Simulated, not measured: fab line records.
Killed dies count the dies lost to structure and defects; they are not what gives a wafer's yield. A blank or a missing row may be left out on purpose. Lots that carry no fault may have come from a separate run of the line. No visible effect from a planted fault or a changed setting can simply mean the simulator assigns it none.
Matching of chambers -- flow sky130 -- SKY_VIA2_CMP_24 on cmp-02: 4 sister chambers
The step polishes, stops on SiO2, t overpolish 20 s, target thk 0 nm. 22 wafers are shown with their chamber, then 11 later ones without.

## WAFERS, EACH WITH ITS CHAMBER
wafer,chamber,motorCurrentA (A)
L354.1,2,8.5
L354.2,3,10.8
L354.4,0,12.7
L358.2,0,11.7
L358.3,1,10.6
L358.6,3,11.1
L365.1,3,10.9
L365.3,2,9.0
L365.4,0,12.2
L364.3,1,11.0
L364.5,0,12.1
L364.6,1,10.6
L366.2,2,8.8
L366.3,0,11.8
L366.4,1,10.8
L368.2,2,9.0
L368.5,0,12.3
L368.6,3,10.2
L370.1,3,11.1
L370.4,2,9.1
L370.5,1,11.1
L371.2,3,10.1

SIGNATURES, as means of the wafers listed above
reading,chamber 0,chamber 1,chamber 2,chamber 3,scatter within a chamber
motorCurrentA,12.133,10.820,8.880,10.700,0.339
Rule: a wafer lies at a distance from a chamber equal to the root of the sum of squares, over the readings, of (its reading less the chamber's mean, divided by the reading's scatter). If the next closest chamber is less than 2 further off than the closest, the wafer can't be placed; otherwise it belongs to the closest. How the scatter is found: for the shown wafers, subtract from each reading the mean of its chamber, square and add these, divide the total by (wafers less chambers), then take the root.

## WAFERS WITHOUT THEIR CHAMBER
wafer,motorCurrentA (A)
L371.3,11.8
L371.5,11.0
L375.2,10.4
L375.4,10.2
L375.5,11.2
L376.1,12.5
L376.2,10.9
L376.6,11.2
L377.3,10.5
L377.5,11.2
L377.6,9.5

## THE CHAMBER EACH PASSED THROUGH
wafer,from the rows above,in truth
L371.3,can't be placed: 0 or 1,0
L371.5,can't be placed: 1 or 3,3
L375.2,can't be placed: 3 or 1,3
L375.4,can't be placed: 3 or 1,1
L375.5,can't be placed: 1 or 3 or 0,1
L376.1,0,0
L376.2,can't be placed: 1 or 3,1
L376.6,can't be placed: 1 or 3 or 0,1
L377.3,can't be placed: 3 or 1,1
L377.5,can't be placed: 1 or 3 or 0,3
L377.6,can't be placed: 2 or 3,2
Correct placement for 1 of the 11. From these rows, 10 cannot be placed; in 10 the true chamber is one of the candidates. Number placed wrongly: 0.
